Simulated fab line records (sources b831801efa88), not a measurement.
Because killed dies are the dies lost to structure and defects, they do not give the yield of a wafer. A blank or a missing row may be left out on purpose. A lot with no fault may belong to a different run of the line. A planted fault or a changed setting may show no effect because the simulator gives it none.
fab line records | flow sky130
record: lots: 12 wafers: 35 last_day: 50
route steps=708 shown METAL1@434 VIA2@515 METAL3@532 PAD_OPEN@708
lots that met no fault: taken from a fault-free run of the same line
start_h: the number of hours between the record's first day and the start of the first shown wafer of the lot | wait_h: hours elapsed since this lot's preceding step | " same as the row above | L1.1+2: a single row standing in for several wafers | - either no value or no given start | * or withheld: withheld | < > ~ a bound
route shown NAME@n: a module of which the file shows steps, and the number in the route of the first | usual: mean/standard deviation of fault-free wafers | same: alike in all rows | chamber/n: place in a boat | sites: the reading at each site | _std_site: the standard deviation of these | _edge_site: mean of outer sites minus mean of inner sites | radius_mm: how far each site lies from the wafer's centre | mask NAME#n: copy n | behind: the last tool/chamber to shape the wafer | hold: cause of the lot's hold/its duration in hours/its outcome | device: whichever transistor did not switch (one of n, p or np) | end of line: at the end of the route, the tests of the same wafers | for a step that has no rows: nothing shown but its recipe | killed: dies lost to structure and defects at the first sort, not the wafer's yield | map: the dies of a wafer, with x for killed, . for not killed, _ for no die there
set.NAME: setting as actually run; set.NAME@STEP: the setting as run at that earlier step | model.NAME: the simulator's own value behind a step, which no gauge read
steps of the route over a sample of lots; a table a step, a row a wafer
services: from which hour (start_h, from the record's first day; less than 0 if before it) a tool's chamber was out of use, for how many hours, and why
== steps ==
step: SKY_METAL1_SPUTTER_00
recipe: material: Ti target_thk_nm: 15 power_w: 3000 time_s: 10 chamber_pressure_pa: 0.4
usual: throttle_valve_pct: 30.1/1.1
columns lot.wafer tool chamber start_h wait_h throttle_valve_pct
L197.1 pvd_sputter-04 - 779.01 0.1 31.3
L197.3 " - " " 32.3
L197.6 " - " " 28.6
L198.2 pvd_sputter-02 - 780.14 0.2 28.5
L198.4 " - " " 29.3
L198.6 " - " " 28.6
L196.2 pvd_sputter-02 - 780.98 0.2 29.7
L196.3 " - " " 31.1
L196.5 " - " " 28.6
L200.1 pvd_sputter-02 - 786.27 0.2 29.5
L200.2 " - " " 31.2
L200.4 " - " " 29.4
L203.1 pvd_sputter-04 - 801.29 0.2 32.7
L203.4 " - " " 30.6
L203.5 " - " " 31.3
L207.1 pvd_sputter-02 - 843.02 0.1 28.8
L207.2 " - " " 29.9
L207.3 " - " " 31.3
L208.4 pvd_sputter-04 - 845.34 0.2 28.6
L208.5 " - " " 31.2
L213.1 pvd_sputter-04 - 887.02 0.2 32.3
L213.2 " - " " 30.4
L213.4 " - " " 31.5
L215.2 pvd_sputter-01 - 893.86 0.1 31.1
L215.5 " - " " 30.2
L215.6 " - " " 29.8
L214.3 pvd_sputter-01 - 895.89 0.2 30.3
L214.5 " - " " 31.1
L214.6 " - " " 30.0
L216.1 pvd_sputter-01 - 900.69 0.2 30.2
L216.2 " - " " 31.1
L216.5 " - " " 30.3
L217.2 pvd_sputter-04 - 905.45 0.1 32.5
L217.3 " - " " 30.2
L217.5 " - " " 32.5
step: SKY_METAL1_RS_MEAS_05
recipe: thk_meas_gauge: four-point-probe reads: TiN_of_METAL1_SPUTTER_04+Ti_of_METAL1_SPUTTER_03+AlCu_of_METAL1_SPUTTER_02+TiN_of_METAL1_SPUTTER_01+Ti_of_METAL1_SPUTTER_00
usual: METAL1_ALCU_RS: 0.1264/0.001
columns lot.wafer tool chamber start_h wait_h METAL1_ALCU_RS[ohm/sq]
L197.1 film_metro-03 - 779.15 0.0 0.1265
L197.3 " - " " 0.1264
L197.6 " - " " 0.1279
L198.2 film_metro-02 - 780.30 0.0 0.1245
L198.4 " - " " 0.1255
L198.6 " - " " 0.1244
L196.2 film_metro-03 - 781.14 0.0 0.1267
L196.3 " - " " 0.1270
L196.5 " - " " 0.1269
L200.1 film_metro-02 - 786.41 0.0 0.1263
L200.2 " - " " 0.1257
L200.4 " - " " 0.1261
L203.1 film_metro-01 - 801.43 0.0 0.1275
L203.4 " - " " 0.1276
L203.5 " - " " 0.1277
L207.1 film_metro-02 - 843.16 0.0 0.1245
L207.2 " - " " 0.1249
L207.3 " - " " 0.1257
L208.4 film_metro-02 - 845.54 0.1 0.1279
L208.5 " - " " 0.1273
L213.1 film_metro-02 - 887.16 0.0 0.1260
L213.2 " - " " 0.1262
L213.4 " - " " 0.1256
L215.2 film_metro-01 - 894.02 0.0 0.1265
L215.5 " - " " 0.1258
L215.6 " - " " 0.1256
L214.3 film_metro-01 - 896.07 0.1 0.1266
L214.5 " - " " 0.1267
L214.6 " - " " 0.1258
L216.1 film_metro-03 - 900.83 0.0 0.1262
L216.2 " - " " 0.1267
L216.5 " - " " 0.1271
L217.2 film_metro-03 - 905.61 0.0 0.1265
L217.3 " - " " 0.1267
L217.5 " - " " 0.1266
step: SKY_VIA2_SOFTBAKE_08
recipe: temp_c: 100 time_s: 90 resist: KrF-thick
usual: heater_power_total_W: 57.36/0.11 plate_temp_C: 99.99/0.13 resist_line_temp_C: 23.02/0.1 run_length_s: 119.28/0.13
columns lot.wafer tool chamber start_h wait_h heater_power_total_W plate_temp_C resist_line_temp_C run_length_s
L197.1 litho_track-03 0 874 - 57.44 100.00 23.02 119.22
L197.3 " 0 " " 57.19 99.84 22.82 119.28
L197.6 " 0 " " 57.35 99.91 23.06 119.29
L198.2 litho_track-03 0 876 - 57.34 100.02 22.84 119.19
L198.4 " 0 " " 57.15 99.90 22.82 119.29
L198.6 " 0 " " 57.23 100.10 22.90 119.24
L196.2 litho_track-02 0 876 - 57.37 99.84 22.93 119.40
L196.3 " 0 " " 57.22 100.08 22.95 119.25
L196.5 " 0 " " 57.39 99.72 23.02 119.27
L200.1 litho_track-03 0 882 - 57.25 100.02 22.96 119.30
L200.2 " 0 " " 57.44 100.07 23.05 119.23
L200.4 " 0 " " 57.34 99.84 23.03 119.23
L203.1 litho_track-03 0 897 - 57.47 100.12 23.02 119.23
L203.4 " 0 " " 57.38 99.99 22.92 119.36
L203.5 " 0 " " 57.43 99.93 23.08 119.44
L207.1 litho_track-03 0 936 - 57.53 99.98 22.84 119.47
L207.2 " 0 " " 57.44 100.03 23.02 119.26
L207.3 " 0 " " 58.22 - 22.95 114.51
L208.4 litho_track-03 0 938 - 57.34 99.98 22.96 119.28
L208.5 " 0 " " 58.34 - 23.04 114.54
L213.1 litho_track-01 0 976 - 57.46 100.16 23.09 119.05
L213.2 " 0 " " 57.44 100.19 23.09 119.11
L213.4 " 0 " " 57.43 100.30 23.02 119.09
L215.2 litho_track-02 0 983 - 57.36 100.01 23.00 119.53
L215.5 " 0 " " 57.35 99.78 23.02 119.61
L215.6 " 0 " " 57.53 100.11 23.04 119.22
L214.3 litho_track-02 0 984 - 57.42 99.95 22.84 119.49
L214.5 " 0 " " 57.14 99.92 23.09 119.39
L214.6 " 0 985 - 57.47 99.90 22.94 119.22
L216.1 litho_track-03 0 988 - 57.55 99.99 23.14 119.28
L216.2 " 0 " " 57.54 99.76 23.06 119.34
L216.5 " 0 " " 57.28 99.96 23.06 119.33
L217.2 litho_track-01 0 993 - 57.42 99.99 22.95 119.17
L217.3 " 0 " " 57.35 100.20 23.01 119.00
L217.5 " 0 " " 57.36 100.25 22.82 119.10
step: SKY_METAL3_SPUTTER_00
recipe: material: Ti target_thk_nm: 15 power_w: 3000 time_s: 10 chamber_pressure_pa: 0.4
usual: throttle_valve_pct: 30.3/0.99
columns lot.wafer tool chamber start_h wait_h throttle_valve_pct
L197.1 pvd_sputter-01 - 888.97 0.1 30.2
L197.3 " - " " 31.1
L197.6 " - " " 30.9
L198.2 pvd_sputter-02 - 891.56 0.1 31.4
L198.4 " - " " 28.5
L198.6 " - " " 28.5
L196.2 pvd_sputter-04 - 891.94 0.1 31.2
L196.3 " - " " 28.4
L196.5 " - " " 28.4
L200.1 pvd_sputter-02 - 896.57 0.1 29.4
L200.2 " - " " 28.7
L200.4 " - " " 29.8
L203.1 pvd_sputter-04 - 911.84 0.2 32.3
L203.4 " - " " 30.3
L203.5 " - " " 31.5
L207.1 pvd_sputter-04 - 949.76 0.1 30.3
L207.2 " - " " 31.3
L207.3 " - " " 28.2
L208.4 pvd_sputter-01 - 951.68 0.2 30.1
L208.5 " - " " 29.6
L213.1 pvd_sputter-01 - 990.12 0.2 29.9
L213.2 " - " " 30.3
L213.4 " - " " 30.3
L215.2 pvd_sputter-01 - 996.64 0.3 30.3
L215.5 " - " " 30.4
L215.6 " - " " 30.4
L214.3 pvd_sputter-01 - 997.85 0.1 30.1
L214.5 " - " " 29.6
L214.6 " - " " 30.0
L216.1 pvd_sputter-01 - 1001.41 0.2 30.3
L216.2 " - " " 31.1
L216.5 " - " " 30.1
L217.2 pvd_sputter-04 - 1006.75 0.2 31.5
L217.3 " - " " 28.7
L217.5 " - " " 32.3
step: SKY_PAD_OPEN_PROBE_99
usual: defect_limited_yield: 82.7/2.1 killed_at_M0_to_M3: 43/7.2 killed_at_M4_up: 3.3/1.8 killed_at_contacts: 23/5.5 killed_at_front_end: 16/5.1 killed_at_other: 0.4/0.65 killed_dies: 85/10 killed_open: 46/7.1 killed_short: 38/7.2 sort_bin_3_pad_short: 0.9/0.41 sort_bin_5_function: 10.2/1.5 sort_bin_6_memory: 6.2/1.1 sort_n_pass: 407/10 sort_yield_pct: 82.7/2.1
same: gross_dies: 492 killed_at_back_side: 0 sort_bin_4_leakage[%]: 0 sort_bin_8_speed[%]: 0
columns lot.wafer tool chamber start_h wait_h defect_limited_yield[%] killed_at_M0_to_M3 killed_at_M4_up killed_at_contacts killed_at_front_end killed_at_other killed_dies killed_open killed_short sort_bin_3_pad_short[%] sort_bin_5_function[%] sort_bin_6_memory[%] sort_n_pass sort_yield_pct[%]
L208.4 prober-01 - 1155.94 0.2 80.7 44 1 38 11 1 95 54 41 2.0 11.2 6.1 397 80.7
L208.5 prober-01 - 1155.99 0.2 82.1 44 3 24 16 1 88 47 41 0.8 10.0 7.1 404 82.1
killed by level:class
L208.4 CONTACT:geometric_particle:open=17 VIA1:geometric_particle:open=11 LI_CONTACT:geometric_particle:open=9 VIA3:geometric_particle:open=7 FIELD_ISO:geometric_particle:short=5 LOCAL_INTERCONNECT:geometric_particle:short=5 VIA2:geometric_particle:open=5 CONTACT:geometric_particle:short=4
L208.5 CONTACT:geometric_particle:open=12 VIA1:geometric_particle:open=8 VIA3:geometric_particle:open=8 VIA1:geometric_particle:short=6 LI_CONTACT:geometric_particle:open=6 METAL2:geometric_particle:short=6 POLY_GATE:geometric_particle:short=5 VIA2:geometric_particle:open=5
== services ==
columns tool chamber start_h hours kind
pvd_sputter-02 - 802.27 2.4 repair
pvd_sputter-01 - 844.08 1.8 repair
pvd_sputter-04 - 849.94 0.6 repair
pvd_sputter-02 - 874.80 1.0 repair
pvd_sputter-01 - 937.51 8.1 repair
pvd_sputter-02 - 951.32 1.3 repair
pvd_sputter-02 - 977.32 1.8 repair
pvd_sputter-04 - 977.48 24.5 repair
pvd_sputter-02 - 984.78 7.2 repair
== key ==
first_sign: step: SKY_VIA2_SOFTBAKE_08 reading: run_length_s direction: down sigmas: 36 usual: * struck: *
effect: step: SKY_VIA2_SOFTBAKE_08 reading: heater_power_total_W direction: up sigmas: 8.4 usual: * struck: *
met_at SKY_VIA2_SOFTBAKE_08
struck_lots L207,L208
struck_wafers L207.3,L208.5
not_acting_at SKY_METAL1_SPUTTER_00,SKY_METAL1_RS_MEAS_05,SKY_METAL3_SPUTTER_00
onset_between 897 936
fault: kind: process_parameter_drift tool: litho_track-03 chamber: - onset_h: 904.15 steps: SKY_VIA2_SOFTBAKE_08 channel: time_s offset: * shape: step end_h: 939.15 scope: struck_wafers_only acts_in: * stated: *
